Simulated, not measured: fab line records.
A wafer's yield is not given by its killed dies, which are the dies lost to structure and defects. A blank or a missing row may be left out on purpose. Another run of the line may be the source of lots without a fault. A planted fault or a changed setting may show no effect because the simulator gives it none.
One fault through the eyes of 2 desks	flow gf180mcu	what lay behind the numbers comes last; until then each desk has only its own

== AT THE METROLOGY DESK ==
What the gauges read, lot by lot, whatever tool the lot ran on: means of the sampled wafers that have a number. Any lot whose mean is over 4 standard deviations away from the usual mean is out of limits and marked OUT; that distance is given in the brackets.
Columns: A = PASSIVATION_CVD_00_THK at GF_PASSIVATION_THK_MEAS_01, usual 1002 nm; B = PASSIVATION_CVD_02_THK at GF_PASSIVATION_THK_MEAS_03, usual 698 nm
lot	first seen here	A	B
L155	day 28 01:46	1005	710
L157	day 28 13:52	995	698
L161	day 29 19:29	1006	692
L162	day 30 05:33	999	701
L164	day 30 20:33	864 (-13) OUT	701
L165	day 31 07:54	719 (-26) OUT	700
L167	day 31 16:09	1001	694
L172	day 32 23:50	1016	703
L175	day 33 15:14	997	698
L176	day 33 18:37	1010	703
L177	day 34 00:13	1015	703
L178	day 34 04:55	1009	699
This desk finds L164, L165 out of limits, with the earliest case on L164 at day 30 20:33 (PASSIVATION_CVD_00_THK at GF_PASSIVATION_THK_MEAS_01). L155, L157, L161, L162, L167, L172, L175, L176, L177, L178: within limits.

== AT THE TOOL OWNER'S DESK: pecvd-03 ==
The tool's own readings at GF_PASSIVATION_CVD_00 (deposits SiO2 from TEOS, target thk 1000 nm, time 111.95 s): means of the sampled wafers that have a number, for each lot that ran on this tool. Any lot whose mean is over 4 standard deviations away from the usual mean is out of limits and marked OUT; that distance is given in the brackets.
Columns: A = heater_power_w at GF_PASSIVATION_CVD_00, usual 627 W
lot	first seen here	A
L162	day 30 05:28	540
L164	day 30 20:28	535
L165	day 31 07:49	659
L178	day 34 04:51	607
This desk found nothing out of limits on any of the 4 lots.

== BROUGHT TOGETHER ==
An alarm was possible from the metrology desk at day 30 20:33, on L164, L165.
Nothing out of limits was seen by the tool owner's desk.
Tool owner's desk: L164, L165 on record, inside its limits.
On pecvd-03, each named lot ran GF_PASSIVATION_CVD_00.

== WHAT THE SIMULATOR HAD PUT IN ==
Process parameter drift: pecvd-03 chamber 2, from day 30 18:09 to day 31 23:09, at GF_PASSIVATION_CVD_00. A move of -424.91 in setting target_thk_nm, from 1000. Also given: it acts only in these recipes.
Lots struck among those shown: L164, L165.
Per desk, hours elapsed from the start of the fault to the first reading out of limits: for the metrology desk, 2.
